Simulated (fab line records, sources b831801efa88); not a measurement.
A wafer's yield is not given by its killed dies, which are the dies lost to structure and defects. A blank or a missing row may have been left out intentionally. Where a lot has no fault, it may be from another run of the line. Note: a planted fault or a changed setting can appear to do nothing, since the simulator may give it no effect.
Code-filled problem report in 8D (eight disciplines) form -- flow gf180mcu -- the parts of the form that need people (team, actions taken, sign-off) are left out

## 1. WHAT IS WRONG
At GF_CONTACT_SOFTBAKE_10, heater-power-total-W averages 99.09 W over 4 wafers from 3 lots, while fault-free wafers read 93.05 W, standard deviation 0.062. Relative to the usual mean, that is a shift of +97 standard deviations.
The step: time 60 s.
The first sign was on wafer L395.1 at day 17 04:00, on litho-track-01. The record holds 43 wafers of 15 lots with a number at this step. Rule for "out", or "out of limits": more than 4 standard deviations from the usual mean. The rest of the wafers with a number are treated as sound.

## 2. WHAT IT IS; WHAT IT IS NOT
question,is,is not
which readings at this step,"heater-power-total-W, run-length-s",-
which lots,"L395, L396, L399","L391, L392, L393, L394, L404, L407, L408, L409, L410, L412, L413, L414"
which wafers of those lots,"L395.1, L396.1, L399.1, L399.4","L395.3, L395.5, L396.6"
read on which tools,litho-track-01,"litho-track-02, litho-track-04"
when,from day 17 04:00,"up to then (14 sound wafers); but 25 sound wafers of L396, L404, L407, L408, L409, L410, L412, L413, L414 came after"

## 3. SUSPECTS, AND WHAT RULES EACH OUT
Counting: if a tool at a process step up to the reading ran every lot that is out, it stays a suspect. Sound lots after the first of them don't rule it out here, since some wafers of a struck lot are sound.
- rtp-anneal-02 at GF_SALICIDE_RTA_08 (time 30 s): kept. It ran every lot that is out, first L395 (day 16 15:48); its last sound lot up to then is L393 (day 15 21:26).
- litho-track-01 at GF_CONTACT_SOFTBAKE_10 (time 60 s): kept. It ran every lot that is out, first L395 (day 17 04:00); its last sound lot up to then is L394 (day 16 17:00). Out on those wafers are its own readings of heater-power-total-W, run-length-s.
The count leaves litho-track-01 at GF_CONTACT_SOFTBAKE_10 and rtp-anneal-02 at GF_SALICIDE_RTA_08.

## 4. THE CAUSE (what the simulator had put in)
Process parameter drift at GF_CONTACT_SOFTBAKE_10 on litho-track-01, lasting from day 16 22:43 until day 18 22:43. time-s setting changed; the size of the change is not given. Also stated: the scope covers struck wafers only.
Counting leaves 2 suspects; this tool is one of them.

## 5. THE CHAIN OF EFFECTS, in route order
Each row: a reading whose mean over the struck wafers that have a number lies more than 3 standard deviations from the usual. Only readings whose record carries a usual standard deviation are examined. hours: median over the lots of the time between each lot's start at the first step of this table that gives one and its start at this step. sigmas: the change, counted in usual standard deviations.
hours,step,reading,usual,on struck wafers,change,sigmas
0,GF_CONTACT_SOFTBAKE_10,heater-power-total-W,93.05 W,99.09,+6.04,+97
0,GF_CONTACT_SOFTBAKE_10,run-length-s,89.12 s,78.44,-10.68,-76
Its process steps:
- GF_CONTACT_SOFTBAKE_10: time 60 s.

## 6. HOW IT WOULD HAVE BEEN CAUGHT EARLIER
5 hours passed between the start of the fault at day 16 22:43 and the first reading out of limits in this record, taken at day 17 04:00.
